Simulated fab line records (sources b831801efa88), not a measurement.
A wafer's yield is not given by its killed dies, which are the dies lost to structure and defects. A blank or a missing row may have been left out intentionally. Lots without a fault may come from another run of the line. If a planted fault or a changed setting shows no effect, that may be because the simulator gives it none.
Struck lot and sound lot, side by side :: flow sky130 :: 19 steps out of a route of 708
Sound: the wafers L243.3, L243.5, L243.6. Struck: wafer L237.6 (left out: L237.3, L237.5 of the same lot, which were not struck); the cause appears at the end.
Each step with rows lists, per side, the tool, then ch with its chambers, then its first start. Under that, the readings that differ: sound wafers :: struck wafers :: difference of the means :: sigmas: that difference in standard deviations of wafers without a fault.
alike: words and numbers the same on both sides, and readings whose means are apart by under 2 such deviations; not compared: readings that were withheld, readings missing a value for some wafer, numbers with overlapping values and no deviation given by the record, and bounds like >300 which may hide the same value.
Wherever a step has rows on one side only, a row that says differs or no value, or a row with sigmas, the two part there. When numbers do not overlap yet have no deviation, they are printed without sigmas and do not part them. Lack of a reading on every wafer of one side parts them only where that side has two or more wafers.

first, 1 step without rows for these wafers: SKY_VT_ADJUST_NCORE_DEVELOP_06 (develop time 60 s).
SKY_VT_ADJUST_NCORE_CD_MEAS_07: the cd target is 380 nm.
  sound: cd sem-01 at day 13 05:56; struck: cd sem-01 at day 11 11:33
  alike: cd nm
SKY_VT_ADJUST_NCORE_OVL_MEAS_08:
  sound: overlay-02 at day 13 06:03; struck: overlay-02 at day 11 11:39
  alike: VT_ADJUST_NCORE_OVL
next, for these wafers, 1 step has no rows: SKY_VT_ADJUST_NCORE_IMPLANT_09.
SKY_VT_ADJUST_NCORE_STRIP_10: strips in O2/N2.
  sound on plasma asher-02 ch 0,1, day 13 06:16; struck on plasma asher-04 ch 1, day 11 11:51
  alike: drypump motor current A, oes product au, strip time to endpoint s
  not compared: rf hours counter h
SKY_VT_ADJUST_NCORE_TW_MEAS_11:
  sound: film metro-04 at day 13 06:21; struck: film metro-02 at day 11 11:56
  alike: VT_ADJUST_NCORE_TW
then, 6 steps without rows for these wafers: SKY_VT_ADJUST_HVTR_DEHYDRATE_00 (time 60 s); SKY_VT_ADJUST_HVTR_HMDS_01 (prime time 60 s); SKY_VT_ADJUST_HVTR_COAT_02 (resist thk 1140 nm); SKY_VT_ADJUST_HVTR_SOFTBAKE_03 (time 60 s); SKY_VT_ADJUST_HVTR_EXPOSE_04 (exposes mask HVTRM, target cd 380 nm); SKY_VT_ADJUST_HVTR_PEB_05.
SKY_VT_ADJUST_HVTR_DEVELOP_06: develop time 60 s.
  sound on litho track-03 ch 0, day 14 07:40; struck on litho track-01 ch 0, day 12 12:34
reading: resist line temp C (C)
sound: 23.18 23.11 23.00
struck: 22.78
difference: -0.32
sigmas: -3
  alike: developer temp C, exhaust pa
SKY_VT_ADJUST_HVTR_CD_MEAS_07: the cd target is 380 nm.
  sound: cd sem-01 at day 14 07:49; struck: cd sem-02 at day 12 12:43
  not compared: cd nm
SKY_VT_ADJUST_HVTR_OVL_MEAS_08:
  sound: overlay-02 at day 14 07:54; struck: overlay-02 at day 12 12:48
  not compared: VT_ADJUST_HVTR_OVL
next, for these wafers, 1 step has no rows: SKY_VT_ADJUST_HVTR_IMPLANT_09.
SKY_VT_ADJUST_HVTR_STRIP_10: strips in O2/N2.
  sound on plasma asher-03 ch 0,1, day 14 08:07; struck on plasma asher-01 ch 1, day 12 13:01
  alike: drypump motor current A, oes product au, strip time to endpoint s
  not compared: rf hours counter h
SKY_VT_ADJUST_HVTR_TW_MEAS_11:
  sound: film metro-04 at day 14 08:12; struck: film metro-02 at day 12 13:06
reading: VT_ADJUST_HVTR_TW
sound: 210.3 209.7 209.7
struck: 30.2
difference: -179.7
sigmas: -75
then, 1 step without rows for these wafers: SKY_VT_ADJUST_PCH_DEHYDRATE_00 (time 60 s).

== WHERE THEY PART ==
Last at SKY_VT_ADJUST_HVTR_TW_MEAS_11 as far as this record goes, first at SKY_VT_ADJUST_HVTR_DEVELOP_06.

WHY: what the simulator had put in
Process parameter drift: litho track-01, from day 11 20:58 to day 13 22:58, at SKY_VT_ADJUST_HVTR_DEVELOP_06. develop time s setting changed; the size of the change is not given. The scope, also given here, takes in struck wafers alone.
